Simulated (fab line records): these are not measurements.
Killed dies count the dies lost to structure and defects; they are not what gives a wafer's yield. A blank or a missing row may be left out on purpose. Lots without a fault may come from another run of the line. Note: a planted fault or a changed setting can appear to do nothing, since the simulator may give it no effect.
Lot-split experiment / flow sky130 / route with 708 steps; 5 lots, 23 wafers read

## THE SPLIT ITSELF
At SKY_METAL4_EXPOSE_10 (exposes mask MM4, target cd 300 nm), the setting dose mj was moved away from the recipe's 28 on 4 of the 23 wafers read, by -5.3% to +3.8%. All remaining wafers had this setting at the recipe value.

## FROM THE SPLIT TO THE READING: what the file shows between them, 2 steps
- SKY_METAL4_PEB_11
- SKY_METAL4_DEVELOP_12: develop time 60 s

## THE READING
Shown in nm: cd nm at SKY_METAL4_CD_MEAS_13, with target cd 300 nm. A value of 300.3 nm with a standard deviation of 1.3 nm is what fault-free wafers of this fab line usually give.

wafer=L074.1; tool, chamber at the split=krf scanner-01, 0; dose mj as run=28; against the recipe=recipe; cd nm, nm=298.5; against lot-mates on the recipe=-
wafer=L074.2; tool, chamber at the split=krf scanner-01, 0; dose mj as run=29.05; against the recipe=+3.8%; cd nm, nm=293.3; against lot-mates on the recipe=-5.5
wafer=L074.4; tool, chamber at the split=krf scanner-01, 0; dose mj as run=28; against the recipe=recipe; cd nm, nm=299.7; against lot-mates on the recipe=-
wafer=L074.5; tool, chamber at the split=krf scanner-01, 0; dose mj as run=28; against the recipe=recipe; cd nm, nm=298.3; against lot-mates on the recipe=-
wafer=L074.6; tool, chamber at the split=krf scanner-01, 0; dose mj as run=29.05; against the recipe=+3.8%; cd nm, nm=293.1; against lot-mates on the recipe=-5.7
wafer=L077.1; tool, chamber at the split=krf scanner-02, 0; dose mj as run=26.52; against the recipe=-5.3%; cd nm, nm=312.7; against lot-mates on the recipe=+11.2
wafer=L077.2; tool, chamber at the split=krf scanner-02, 0; dose mj as run=26.52; against the recipe=-5.3%; cd nm, nm=311.3; against lot-mates on the recipe=+9.8
wafer=L077.3; tool, chamber at the split=krf scanner-02, 0; dose mj as run=28; against the recipe=recipe; cd nm, nm=301.6; against lot-mates on the recipe=-
wafer=L077.4; tool, chamber at the split=krf scanner-02, 0; dose mj as run=28; against the recipe=recipe; cd nm, nm=301.1; against lot-mates on the recipe=-
wafer=L077.6; tool, chamber at the split=krf scanner-02, 0; dose mj as run=28; against the recipe=recipe; cd nm, nm=301.7; against lot-mates on the recipe=-
wafer=L083.4; tool, chamber at the split=krf scanner-01, 0; dose mj as run=28; against the recipe=recipe; cd nm, nm=300.1; against lot-mates on the recipe=-
wafer=L083.5; tool, chamber at the split=krf scanner-01, 0; dose mj as run=28; against the recipe=recipe; cd nm, nm=301.1; against lot-mates on the recipe=-
wafer=L083.6; tool, chamber at the split=krf scanner-01, 0; dose mj as run=28; against the recipe=recipe; cd nm, nm=302.5; against lot-mates on the recipe=-
wafer=L081.1; tool, chamber at the split=krf scanner-02, 0; dose mj as run=28; against the recipe=recipe; cd nm, nm=300.0; against lot-mates on the recipe=-
wafer=L081.2; tool, chamber at the split=krf scanner-02, 0; dose mj as run=28; against the recipe=recipe; cd nm, nm=299.4; against lot-mates on the recipe=-
wafer=L081.4; tool, chamber at the split=krf scanner-02, 0; dose mj as run=28; against the recipe=recipe; cd nm, nm=301.4; against lot-mates on the recipe=-
wafer=L081.5; tool, chamber at the split=krf scanner-02, 0; dose mj as run=28; against the recipe=recipe; cd nm, nm=300.9; against lot-mates on the recipe=-
wafer=L081.6; tool, chamber at the split=krf scanner-02, 0; dose mj as run=28; against the recipe=recipe; cd nm, nm=299.9; against lot-mates on the recipe=-
wafer=L085.1; tool, chamber at the split=krf scanner-02, 0; dose mj as run=28; against the recipe=recipe; cd nm, nm=301.3; against lot-mates on the recipe=-
wafer=L085.2; tool, chamber at the split=krf scanner-02, 0; dose mj as run=28; against the recipe=recipe; cd nm, nm=301.0; against lot-mates on the recipe=-
wafer=L085.3; tool, chamber at the split=krf scanner-02, 0; dose mj as run=28; against the recipe=recipe; cd nm, nm=302.3; against lot-mates on the recipe=-
wafer=L085.4; tool, chamber at the split=krf scanner-02, 0; dose mj as run=28; against the recipe=recipe; cd nm, nm=300.6; against lot-mates on the recipe=-
wafer=L085.6; tool, chamber at the split=krf scanner-02, 0; dose mj as run=28; against the recipe=recipe; cd nm, nm=300.5; against lot-mates on the recipe=-

THE FIT
A straight line over all 23 wafers: cd nm changes by -2.09 nm for each +1% of dose mj; r = -0.97; the points scatter about the line by 1.1 nm.
The same after taking each lot's own level away (the mean of its wafers on the recipe; 23 wafers): -1.82 nm for each +1%; r = -0.98; scatter 0.81 nm.
The reading moves by 9.6 nm for the largest change in dose mj, on that fit.
From 298.83 to 301.47 nm: that is the span of the lots' own levels, equal to 2.0 times the standard deviation above.
In other words, the slope is changed by the lot-to-lot level; the two fits disagree.
Check: for one of the wafers moved furthest among these (-5.3%), held out of the fit, the line's prediction against its lot-mates is +9.01 nm. It came out at +11.2 nm against them.

## THESE WAFERS: OTHER SPLITS
These wafers also went through other splits before the reading. Each is held against what the fit with the lots' levels taken away leaves over:
other split on the same wafers=SKY_CAP2M_METAL_ETCH_13 icp w; wafers away from the commonest value=8; r with cd nm (lot level and that fit taken away)=+0.10

## THE WHOLE CHAIN: every reading that the file lists as answering this split, in the file's order
step=SKY_METAL4_CD_MEAS_13; what it does=target cd 300 nm; reading=cd nm; change (the file's fit)=-1.83 nm for each +1% of the setting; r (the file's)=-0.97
step=SKY_METAL4_DESCUM_15; what it does=chemistry O2, time 8 s; reading=METAL4.cd nm (the simulator's own value, which no gauge read); change (the file's fit)=-1.92 nm for each +1% of the setting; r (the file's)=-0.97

## THE FILE'S OWN FIT
cd nm changes by -1.83 nm for each +1% of dose mj, r = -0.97.
